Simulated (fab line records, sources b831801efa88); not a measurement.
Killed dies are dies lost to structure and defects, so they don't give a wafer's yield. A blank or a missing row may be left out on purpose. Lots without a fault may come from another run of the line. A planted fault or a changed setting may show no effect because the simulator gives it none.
fab line records | flow sfq_line
record lots=14 wafers=42 last_day=78
route steps=325 shown M1@59 M2@99 M3@130 I3@144
lots that met no fault: from a run of the same line without faults
start_h: hours from the record's first day to the start of the lot's first wafer shown | wait_h: hours since the lot's step before | " the same as in the row above | L1.1+2: a row that stands for several wafers | - no value, or no start given | * or withheld: withheld | < > ~ a bound
route shown NAME@n: a module of which the file shows steps, and the number in the route of the first | usual: mean/standard deviation of fault-free wafers | same: alike in all rows | chamber/n: place in a boat | sites: the reading at each site | _std_site: their standard deviation | _edge_site: outer sites' mean less inner sites' | radius_mm: how far each site lies from the wafer's centre | mask NAME#n: copy n | behind: the tool/chamber that last shaped the wafer | hold: why the lot was held/for how many hours/how that ended | device: the transistor (n, p or np) that didn't switch | end of line: the same wafers' tests at the end of the route | a step without rows: its recipe alone | killed: dies lost to structure and defects at the first sort, not the wafer's yield | map: a wafer's dies, x killed, . not, _ none there
set.NAME: the setting as run; set.NAME@STEP: as run at that earlier step | model.NAME: the simulator's own value behind a step, which no gauge read
steps of the route over a sample of lots; a table a step, a row a wafer
services: from which hour (start_h, from the record's first day; less than 0 if before it) a tool's chamber was out of use, for how many hours, and why
## steps
# step SFQ_TRILAYER_M1_DEP_SPUTTER_037
# recipe material=Nb base_pressure_pa=1.33e-06 chamber_pressure_pa=0.1333 substrate_temp_c=20 resputter_cathode_voltage_v=400 target_thk_nm=200 power_w=2000 time_s=133.3
# usual cathode_dc_power_W=2000.0/0.35 throttle_valve_pct=29.9/0.74
# columns lot.wafer tool chamber start_h wait_h cathode_dc_power_W throttle_valve_pct
L582.1 pvd_sputter-06 - 228.89 0.0 2000.0 28.2
L582.2 " - " " 2000.0 29.5
L582.6 " - " " 1999.6 28.1
L584.2 pvd_sputter-05 - 245.69 0.0 1999.8 30.0
L584.3 " - " " 1999.7 29.8
L584.6 " - " " 1999.3 29.5
L585.1 pvd_sputter-05 - 248.09 0.0 1999.6 29.7
L585.2 " - " " 2000.2 30.3
L585.3 " - " " 2000.0 29.8
L586.3 pvd_sputter-03 - 274.47 0.0 2000.1 29.6
L586.5 " - " " 1999.8 30.0
L586.6 " - " " 1999.7 29.7
L587.1 pvd_sputter-05 - 284.92 0.0 1999.9 29.6
L587.3 " - " " 2000.1 29.9
L587.6 " - " " 2000.1 29.5
L588.1 pvd_sputter-03 - 287.07 0.0 1999.2 31.0
L588.4 " - " " 1999.7 29.5
L588.5 " - " " 2000.3 31.3
L590.2 pvd_sputter-05 - 302.07 0.0 2000.5 29.6
L590.3 " - " " 2000.3 29.9
L590.4 " - " " 2000.7 30.1
L593.1 pvd_sputter-06 - 320.07 0.0 1999.6 29.5
L593.3 " - " " 1999.6 29.7
L593.5 " - " " 2000.0 29.4
L595.2 pvd_sputter-06 - 324.87 0.0 3016.3 29.9
L595.4 " - " " 3017.1 28.5
L595.6 " - " " 3016.8 29.6
L597.3 pvd_sputter-06 - 343.98 0.0 3017.0 28.2
L597.4 " - " " 3017.2 29.3
L597.6 " - " " 3016.5 29.5
L599.1 pvd_sputter-05 - 358.37 0.0 1999.1 29.8
L599.3 " - " " 1999.9 29.7
L599.4 " - " " 1999.8 29.5
L600.1 pvd_sputter-03 - 365.57 0.0 2000.4 31.2
L600.2 " - " " 1999.3 31.2
L600.4 " - " " 1999.3 29.9
L603.1 pvd_sputter-03 - 387.92 0.0 2000.2 31.4
L603.4 " - " " 2000.1 30.9
L603.5 " - " " 2000.1 31.0
L604.3 pvd_sputter-03 - 392.72 0.0 2000.4 30.0
L604.4 " - " " 2000.2 29.7
L604.6 " - " " 2000.5 29.9
# step SFQ_M1_RS_MEAS_909
# recipe thk_meas_gauge=four-point-probe reads=Nb_of_TRILAYER_M1_DEP_SPUTTER_037
# usual M1_NB_RS=0.900/0.017
# columns lot.wafer tool chamber start_h wait_h hold M1_NB_RS[ohm/sq]
L582.1 film_metro-02 - 228.98 0.0 - 0.928
L582.2 " - " " - 0.929
L582.6 " - " " - 0.924
L584.2 film_metro-04 - 245.80 0.1 - 0.890
L584.3 " - " " - 0.865
L584.6 " - " " - 0.879
L585.1 film_metro-03 - 248.18 0.0 - 0.902
L585.2 " - " " - 0.899
L585.3 " - " " - 0.875
L586.3 film_metro-03 - 274.60 0.1 - 0.905
L586.5 " - " " - 0.904
L586.6 " - " " - 0.905
L587.1 film_metro-04 - 285.01 0.0 - 0.876
L587.3 " - " " - 0.905
L587.6 " - " " - 0.885
L588.1 film_metro-02 - 287.16 0.0 - 0.904
L588.4 " - " " - 0.898
L588.5 " - " " - 0.894
L590.2 film_metro-03 - 302.18 0.1 - 0.886
L590.3 " - " " - 0.911
L590.4 " - " " - 0.886
L593.1 film_metro-02 - 320.16 0.0 - 0.912
L593.3 " - " " - 0.915
L593.5 " - " " - 0.932
L595.2 film_metro-02 - 324.98 0.1 await_dispo/0.2h/release 0.594
L595.4 " - " " await_dispo/0.2h/release 0.596
L595.6 " - " " await_dispo/0.2h/release 0.600
L595.2 film_metro-02 - 325.27 0.3 - 0.594
L595.4 " - " " - 0.597
L595.6 " - " " - 0.602
L597.3 film_metro-04 - 344.11 0.1 await_dispo/0.2h/release 0.603
L597.4 " - " " await_dispo/0.2h/release 0.600
L597.6 " - " " await_dispo/0.2h/release 0.605
L597.3 film_metro-04 - 344.40 0.3 - 0.602
L597.4 " - " " - 0.600
L597.6 " - " " - 0.603
L599.1 film_metro-03 - 358.46 0.0 - 0.919
L599.3 " - " " - 0.897
L599.4 " - " " - 0.892
L600.1 film_metro-02 - 365.66 0.0 - 0.888
L600.2 " - " " - 0.891
L600.4 " - " " - 0.887
L603.1 film_metro-03 - 388.01 0.0 - 0.891
L603.4 " - " " - 0.897
L603.5 " - " " - 0.898
L604.3 film_metro-02 - 392.89 0.1 - 0.870
L604.4 " - " " - 0.870
L604.6 " - " " - 0.874
# step SFQ_TRILAYER_M1_ETCH_METAL_ETCH_042
# recipe target=Nb stop_on=SiO2 mask_material=PR chemistry=Cl2/Ar target_depth_nm=240 icp_w=600 bias_w=80 pressure_mtorr=10 time_s=120
# usual drypump_motor_current_A=6.17/0.28 oes_product_au=0.889/0.01
# columns lot.wafer tool chamber start_h wait_h drypump_motor_current_A oes_product_au rf_hours_counter_h
L582.1 rie_metal-01 0 286.78 0.0 6.15 0.869 42
L582.2 " 1 " " 6.35 0.873 21
L582.6 " 1 " " 6.32 0.873 -
L584.2 rie_metal-04 1 303.58 0.0 6.06 0.883 72
L584.3 " 1 " " 6.06 0.914 -
L584.6 " 0 " " 5.83 0.899 -
L585.1 rie_metal-01 1 308.38 0.0 6.32 0.891 25
L585.2 " 0 " " 6.20 0.897 46
L585.3 " 1 " " 6.36 0.904 -
L586.3 rie_metal-03 1 333.84 0.1 6.60 0.891 -
L586.5 " 0 " " 5.88 0.890 -
L586.6 " 1 " " 6.61 0.876 -
L587.1 rie_metal-03 1 344.28 0.0 6.60 0.904 9
L587.3 " 1 " " 6.55 0.890 -
L587.6 " 1 " " 6.57 0.897 -
L588.1 rie_metal-03 0 346.68 0.0 5.92 0.890 51
L588.4 " 1 " " 6.61 0.891 -
L588.5 " 0 " " 5.96 0.882 -
L590.2 rie_metal-04 0 365.88 0.0 5.82 0.901 48
L590.3 " 1 " " 6.09 0.888 -
L590.4 " 0 " " 5.82 0.902 -
L593.1 rie_metal-03 0 385.83 0.0 5.91 0.877 55
L593.3 " 0 " " 5.92 0.878 -
L593.5 " 0 " " 5.91 0.866 -
L595.2 rie_metal-03 1 393.03 0.0 6.60 1.004 16
L595.4 " 0 " " 5.96 0.999 -
L595.6 " 0 " " 5.96 0.991 -
L597.3 rie_metal-03 1 412.27 0.1 6.61 1.000 -
L597.4 " 0 " " 5.91 1.005 -
L597.6 " 1 " " 6.62 1.006 -
L599.1 rie_metal-03 1 429.03 0.0 6.62 0.881 23
L599.3 " 1 " " 6.65 0.893 -
L599.4 " 0 " " 5.90 0.893 -
L600.1 rie_metal-04 1 437.43 0.0 6.07 0.895 96
L600.2 " 0 " " 5.81 0.893 61
L600.4 " 0 " " 5.84 0.898 -
L603.1 rie_metal-01 1 459.03 0.0 6.33 0.893 51
L603.4 " 1 " " 6.36 0.890 -
L603.5 " 0 " " 6.24 0.886 -
L604.3 rie_metal-03 0 465.07 0.1 5.90 0.900 -
L604.4 " 1 " " 6.60 0.909 -
L604.6 " 0 " " 5.89 0.896 -
# step SFQ_TRILAYER_M2_BARC_OPEN_METAL_ETCH_077
# recipe mask_material=PR chemistry=O2 target_depth_nm=125 target=BARC icp_w=600 bias_w=80 pressure_mtorr=10 time_s=41.7
# usual drypump_motor_current_A=5.98/0.28 oes_product_au=0.685/0.0047
# columns lot.wafer tool chamber start_h wait_h drypump_motor_current_A oes_product_au rf_hours_counter_h
L582.1 rie_metal-02 0 468.09 0.0 5.59 0.684 163
L582.2 " 1 " " 5.76 0.689 70
L582.6 " 0 " " 5.55 0.685 -
L584.2 rie_metal-01 1 488.49 0.0 6.29 0.684 56
L584.3 " 0 " " 6.19 0.684 -
L584.6 " 1 " " 6.33 0.686 -
L585.1 rie_metal-02 0 498.19 0.0 5.54 0.687 168
L585.2 " 1 " " 5.75 0.678 75
L585.3 " 1 " " 5.75 0.679 -
L586.3 rie_metal-01 1 522.21 0.0 6.30 0.687 -
L586.5 " 0 " " 6.23 0.687 -
L586.6 " 1 " " 6.30 0.686 -
L587.1 rie_metal-02 1 530.75 0.0 5.78 0.691 84
L587.3 " 0 " " 5.57 0.685 -
L587.6 " 0 " " 5.55 0.678 -
L588.1 rie_metal-04 1 536.75 0.0 6.10 0.683 113
L588.4 " 0 " " 5.86 0.684 -
L588.5 " 0 " " 5.85 0.684 -
L590.2 rie_metal-02 1 564.15 0.0 5.74 0.683 87
L590.3 " 1 " " 5.75 0.688 -
L590.4 " 0 " " 5.53 0.684 -
L593.1 rie_metal-01 0 578.55 0.0 6.19 0.690 99
L593.3 " 0 " " 6.24 0.690 -
L593.5 " 0 " " 6.23 0.691 -
L595.2 rie_metal-02 0 588.15 0.0 5.57 0.683 9
L595.4 " 1 " " 5.79 0.678 -
L595.6 " 0 " " 5.59 0.690 -
L597.3 rie_metal-02 0 607.69 0.0 5.63 0.683 -
L597.4 " 1 " " 5.75 0.684 -
L597.6 " 0 " " 5.56 0.689 -
L599.1 rie_metal-01 0 623.27 0.0 6.21 0.687 107
L599.3 " 0 " " 6.21 0.690 -
L599.4 " 1 " " 6.28 0.684 -
L600.1 rie_metal-02 0 631.67 0.0 5.54 0.690 17
L600.2 " 1 " " 5.76 0.687 100
L600.4 " 1 " " 5.74 0.684 -
L603.1 rie_metal-01 0 657.37 0.0 6.19 0.687 114
L603.4 " 0 " " 6.20 0.684 -
L603.5 " 1 " " 6.32 0.684 -
L604.3 rie_metal-04 0 663.59 0.2 5.83 0.694 -
L604.4 " 1 " " 6.08 0.690 -
L604.6 " 0 " " 5.83 0.683 -
# step SFQ_TRILAYER_M3_ETCH_METAL_ETCH_078
# recipe target=Nb stop_on=SiO2 mask_material=PR chemistry=Cl2/Ar target_depth_nm=240 icp_w=600 bias_w=80 pressure_mtorr=10 time_s=120
# usual drypump_motor_current_A=6.12/0.27 oes_product_au=0.894/0.0068
# columns lot.wafer tool chamber start_h wait_h drypump_motor_current_A oes_product_au rf_hours_counter_h
L582.1 rie_metal-04 1 636.19 0.0 6.07 0.886 131
L582.2 " 0 " " 5.83 0.897 97
L582.6 " 0 " " 5.83 0.893 -
L584.2 rie_metal-01 0 652.56 0.0 6.17 0.890 113
L584.3 " 1 " " 6.36 0.896 -
L584.6 " 1 " " 6.29 0.886 -
L585.1 rie_metal-01 1 659.76 0.0 6.35 0.887 90
L585.2 " 0 " " 6.20 0.891 115
L585.3 " 1 " " 6.32 0.887 -
L586.3 rie_metal-04 1 681.20 0.1 6.10 0.901 -
L586.5 " 1 " " 6.10 0.893 -
L586.6 " 0 " " 5.83 0.890 -
L587.1 rie_metal-04 1 687.26 0.0 6.10 0.898 141
L587.3 " 1 " " 6.09 0.889 -
L587.6 " 1 " " 6.10 0.898 -
L588.1 rie_metal-03 0 695.66 0.0 5.90 0.879 113
L588.4 " 0 " " 5.91 0.887 -
L588.5 " 0 " " 5.92 0.901 -
L590.2 rie_metal-01 0 722.77 0.0 6.20 0.893 126
L590.3 " 0 " " 6.20 0.901 -
L590.4 " 1 " " 6.34 0.890 -
L593.1 rie_metal-04 0 746.15 0.0 5.82 0.891 116
L593.3 " 0 " " 5.81 0.888 -
L593.5 " 1 " " 6.07 0.889 -
L595.2 rie_metal-01 1 754.55 0.0 6.33 0.896 106
L595.4 " 1 " " 6.37 0.886 -
L595.6 " 1 " " 6.32 0.888 -
L597.3 rie_metal-03 1 781.00 0.1 6.61 0.892 -
L597.4 " 0 " " 5.91 0.888 -
L597.6 " 1 " " 6.61 0.893 -
L599.1 rie_metal-04 0 800.15 0.0 5.80 0.902 127
L599.3 " 0 " " 5.83 0.900 -
L599.4 " 1 " " 6.12 0.907 -
L600.1 rie_metal-03 1 809.82 0.0 6.58 0.884 89
L600.2 " 0 " " 5.89 0.892 133
L600.4 " 0 " " 5.92 0.891 -
L603.1 rie_metal-04 0 837.41 0.1 5.82 0.905 134
L603.4 " 0 " " 5.83 0.899 -
L603.5 " 0 " " 5.83 0.911 -
L604.3 rie_metal-03 1 841.00 0.1 6.58 0.895 -
L604.4 " 0 " " 5.92 0.904 -
L604.6 " 0 " " 5.93 0.891 -
# step SFQ_TRILAYER_I3_VIA_BARC_OPEN_VIA_ETCH_121
# recipe mask_material=PR chemistry=O2 target_depth_nm=125 target=BARC source_w=500 bias_w=80 pressure_mtorr=30 time_s=41.7
# usual drypump_motor_current_A=6.0/0.45 oes_product_au=0.685/0.0043
# columns lot.wafer tool chamber start_h wait_h drypump_motor_current_A oes_product_au rf_hours_counter_h
L582.1 rie_diel-01 1 753.95 0.0 6.0 0.680 4
L582.2 " 2 " " 6.3 0.686 5
L582.6 " 2 " " 6.3 0.689 -
L584.2 rie_diel-04 0 769.10 0.0 6.2 0.679 15
L584.3 " 1 " " 5.6 0.682 5
L584.6 " 1 " " 5.7 0.689 -
L585.1 rie_diel-04 1 782.31 0.0 5.7 0.682 5
L585.2 " 0 " " 6.2 0.676 15
L585.3 " 2 " " 6.7 0.677 19
L586.3 rie_diel-04 0 799.11 0.0 6.2 0.685 16
L586.5 " 0 " " 6.2 0.690 -
L586.6 " 1 " " 5.7 0.683 -
L587.1 rie_diel-01 1 803.91 0.0 6.0 0.680 5
L587.3 " 3 " " 5.9 0.689 1
L587.6 " 3 " " 5.9 0.687 -
L588.1 rie_diel-04 1 814.29 0.0 5.6 0.684 6
L588.4 " 3 " " 5.8 0.686 10
L588.5 " 0 " " 6.2 0.684 -
L590.2 rie_diel-02 0 838.29 0.0 5.6 0.685 8
L590.3 " 2 " " 5.7 0.683 1
L590.4 " 1 " " 5.5 0.688 -
L593.1 rie_diel-04 0 864.01 0.0 6.2 0.684 17
L593.3 " 2 " " 6.7 0.678 22
L593.5 " 0 " " 6.2 0.688 -
L595.2 rie_diel-01 3 872.41 0.0 5.9 0.685 2
L595.4 " 3 " " 5.9 0.690 -
L595.6 " 2 " " 6.3 0.688 -
L597.3 rie_diel-02 0 897.41 0.0 5.6 0.680 9
L597.4 " 1 " " 5.5 0.689 17
L597.6 " 0 " " 5.6 0.684 -
L599.1 rie_diel-04 1 913.01 0.0 5.7 0.692 8
L599.3 " 2 " " 6.7 0.687 23
L599.4 " 3 " " 5.7 0.684 12
L600.1 rie_diel-02 0 922.61 0.0 5.6 0.679 10
L600.2 " 1 " " 5.5 0.684 17
L600.4 " 3 " " 6.8 0.685 2
L603.1 rie_diel-01 3 950.96 0.0 5.9 0.686 3
L603.4 " 3 " " 5.9 0.682 -
L603.5 " 1 " " 6.0 0.687 -
L604.3 rie_diel-04 0 954.56 0.0 6.2 0.680 19
L604.4 " 3 " " 5.8 0.684 13
L604.6 " 1 " " 5.7 0.687 -
## services
# columns tool chamber start_h hours kind
rie_diel-04 2 216.47 1.9 repair
rie_metal-04 - 225.93 14.6 pm
rie_metal-04 - 250.74 4.3 pm
rie_metal-04 - 257.96 6.2 repair
rie_metal-04 - 311.05 6.7 repair
rie_metal-03 - 355.80 14.6 pm
rie_metal-01 1 359.49 5.3 repair
rie_metal-02 - 384.48 4.3 pm
rie_diel-04 2 410.16 2.3 repair
rie_metal-02 - 415.13 0.5 repair
rie_diel-04 2 424.38 11.9 repair
rie_diel-04 1 503.05 5.0 repair
rie_metal-02 - 538.05 15.6 pm
rie_diel-04 2 584.39 5.7 repair
rie_diel-04 2 623.29 1.7 repair
rie_metal-02 - 643.42 1.4 pm
rie_metal-01 - 662.20 2.8 pm
rie_metal-03 - 700.26 0.3 repair
rie_diel-04 1 701.41 15.8 repair
rie_metal-03 1 724.10 8.6 repair
rie_metal-04 1 782.74 5.4 repair
rie_metal-04 - 826.84 1.4 pm
rie_metal-03 1 898.54 26.2 repair
rie_metal-03 - 923.14 0.3 repair
## key
first_sign step=SFQ_TRILAYER_M1_DEP_SPUTTER_037 reading=cathode_dc_power_W direction=up sigmas=99+ usual=2000.0 struck=3016.8
effect step=SFQ_M1_RS_MEAS_909 reading=visit direction=added
effect step=SFQ_M1_RS_MEAS_909 reading=M1_NB_RS direction=down sigmas=18 usual=0.900 struck=0.600
effect step=SFQ_TRILAYER_M1_ETCH_METAL_ETCH_042 reading=oes_product_au direction=up sigmas=11 usual=0.889 struck=1.001
met_at SFQ_TRILAYER_M1_DEP_SPUTTER_037
struck_lots L595,L597
not_acting_at SFQ_TRILAYER_M2_BARC_OPEN_METAL_ETCH_077,SFQ_TRILAYER_M3_ETCH_METAL_ETCH_078,SFQ_TRILAYER_I3_VIA_BARC_OPEN_VIA_ETCH_121
onset_between 320.07 324.87
fault kind=process_parameter_drift tool=pvd_sputter-06 chamber=- onset_h=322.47 steps=SFQ_TRILAYER_M1_DEP_SPUTTER_037 channel=power_w offset=1017 shape=step end_h=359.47 acts_in=these_recipes_only stated=2000
